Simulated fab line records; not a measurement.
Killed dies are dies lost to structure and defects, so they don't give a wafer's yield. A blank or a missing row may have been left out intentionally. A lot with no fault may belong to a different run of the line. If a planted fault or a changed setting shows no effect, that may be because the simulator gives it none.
A lot that was struck, set against a sound lot	flow gf180mcu	30 steps out of a route of 602
Sound: these wafers, L188.1, L188.3, L188.4. Struck: wafer L189.1 (left out: L189.3, L189.4 of the same lot, which were not struck); the cause appears at the end.
At each step with rows: each side's tool, then ch and its chambers, then its first start. Under that, the readings that differ: sound wafers	struck wafers	difference of the means	sigmas: that difference in standard deviations of wafers without a fault.
alike: a reading whose means differ by less than 2 such deviations, as well as words and numbers matching on both sides. not compared: withheld readings; readings where some wafer has no value; bounds like >300 that might hide an equal value; numbers whose values overlap and for which the record gives no deviation.
The two part at a step that has a row with sigmas, a row that says differs or no value, or rows on one side only. When numbers do not overlap yet have no deviation, they are printed without sigmas and do not part them. A reading that every wafer of one side lacks parts them only if that side has two wafers or more.

first, 3 steps without rows for these wafers: GF_PSD_EXPOSE_04 (exposes mask Pplus, target cd 400 nm); GF_PSD_PEB_05; GF_PSD_DEVELOP_06 (develop time 60 s).
GF_PSD_CD_MEAS_07: the cd target is 400 nm.
  sound: cd_sem-01 at day 17 05:50; struck: cd_sem-02 at day 17 14:23
  alike: cd_nm
GF_PSD_OVL_MEAS_08:
  sound: overlay-02 at day 17 05:57; struck: overlay-02 at day 17 14:31
  alike: PSD_OVL
after that, 1 step had no rows for these wafers: GF_PSD_IMPLANT_09.
GF_PSD_STRIP_10: strips in O2/N2.
  sound on plasma_asher-04 ch 0,1, day 17 06:08; struck on plasma_asher-03 ch 1, day 17 14:42
reading	sound	struck	difference	sigmas
n2_flow_sccm (sccm)	298.7 299.6 299.3	301.4	+2.2	+3
  alike: drypump_motor_current_A, heater_power_w, oes_product_au, platen_temp_c, strip_time_to_endpoint_s
  not compared: rf_hours_counter_h
GF_PSD_TW_MEAS_11:
  sound: film_metro-02 at day 17 06:14; struck: film_metro-03 at day 17 14:48
  alike: PSD_TW
then, 1 step without rows for these wafers: GF_PSD_CLEAN_12 (cleans in SC1/SC2, time 150 s).
GF_PSD_RTA_13: time 20 s.
  sound on rtp_anneal-02 ch 0, day 17 06:20; struck on rtp_anneal-02 ch 0, day 17 14:55
  alike: lamp_power_pct, wafer_temp_C_max
GF_PSD_RS_MEAS_14: measures by four-point-probe.
  sound: film_metro-01 at day 17 06:26; struck: film_metro-01 at day 17 14:59
  alike: NSD_RS
GF_PSD_RS_MEAS_15: measures by four-point-probe.
  sound: film_metro-01 at day 17 06:33; struck: film_metro-01 at day 17 15:07
  alike: PSD_RS
GF_SAB_CVD_00: deposits SiO2 from TEOS, target thk 50 nm, time 4.9302 s.
  sound on pecvd-03 ch 1,2, day 17 06:40; struck on pecvd-01 ch 2, day 17 15:14
reading	sound	struck	difference	sigmas
model.SiO2_of_SAB_CVD_00.thk_nm (nm)	49.78 49.28 49.89	47.64	-2.01	
  alike: heater_power_w
GF_SAB_THK_MEAS_01:
  sound: film_metro-02 at day 17 06:41; struck: film_metro-04 at day 17 15:15
reading	sound	struck	difference	sigmas
SAB_CVD_00_THK (nm)	49.8 49.3 49.9	47.6	-2.1	-3
  not compared: hold
then, 7 steps without rows for these wafers: GF_SAB_DEHYDRATE_02 (time 60 s); GF_SAB_HMDS_03 (prime time 60 s); GF_SAB_COAT_04 (resist thk 1000 nm); GF_SAB_SOFTBAKE_05 (time 60 s); GF_SAB_EXPOSE_06 (exposes mask SAB, target cd 420 nm); GF_SAB_PEB_07; GF_SAB_DEVELOP_08 (develop time 60 s).
GF_SAB_CD_MEAS_09: the cd target is 420 nm.
  sound: cd_sem-02 at day 18 06:08; struck: cd_sem-01 at day 18 14:19
  alike: cd_nm
GF_SAB_OVL_MEAS_10:
  sound: overlay-01 at day 18 06:16; struck: overlay-02 at day 18 14:26
reading	sound	struck	difference	sigmas
SAB_OVL (nm)	-1.7 -0.1 -1.5	2.1	+3.2	+2
GF_SAB_ETCH_11: etches SiO2 in C4F8/O2/Ar, target depth 55 nm, time 8.5 s.
  sound on rie_diel-01 ch 0,2,3, day 18 06:18; struck on rie_diel-01 ch 0, day 18 14:28
  alike: oes_product_au
  not compared: rf_hours_counter_h
then, 1 step without rows for these wafers: GF_SAB_WET_ETCH_12 (etches SiO2 in dHF, target depth 22 nm, time 440 s).
GF_SAB_STRIP_13: strips in O2/N2.
  sound on plasma_asher-02 ch 0,1, day 18 06:27; struck on plasma_asher-03 ch 0, day 18 14:38
reading	sound	struck	difference	sigmas
drypump_motor_current_A (A)	5.7 5.7 5.6	4.8	-0.9	-3
  alike: heater_power_w, n2_flow_sccm, oes_product_au, platen_temp_c, strip_time_to_endpoint_s
  not compared: rf_hours_counter_h
then, 1 step without rows for these wafers: GF_SALICIDE_CLEAN_00 (cleans in SC1/SC2, time 150 s).
GF_SALICIDE_WET_ETCH_01: etches SiO2 in dHF, target depth 5 nm, time 100 s.
  sound on wet_bench-01 ch 1, day 18 06:36; struck on wet_bench-04 ch 1, day 18 14:47
reading	sound	struck	difference	sigmas
model.SiO2_of_SAB_CVD_00.thk_nm (nm)	38.97 38.52 39.17	36.95	-1.94	
GF_SALICIDE_SPUTTER_02: material Co, target thk 10 nm, time 20 s.
  sound: pvd_sputter-04 at day 18 06:38; struck: pvd_sputter-01 at day 18 14:50
  alike: cathode_dc_power_W, throttle_valve_pct
GF_PASSIVATION_PROBE_99:
  sound wafers here have rows in the record (prober-02, day 31 15:38); struck ones have none

## WHERE THEY PART
First at GF_PSD_STRIP_10; last, within this record, at GF_PASSIVATION_PROBE_99.

WHY: whatever the simulator had introduced
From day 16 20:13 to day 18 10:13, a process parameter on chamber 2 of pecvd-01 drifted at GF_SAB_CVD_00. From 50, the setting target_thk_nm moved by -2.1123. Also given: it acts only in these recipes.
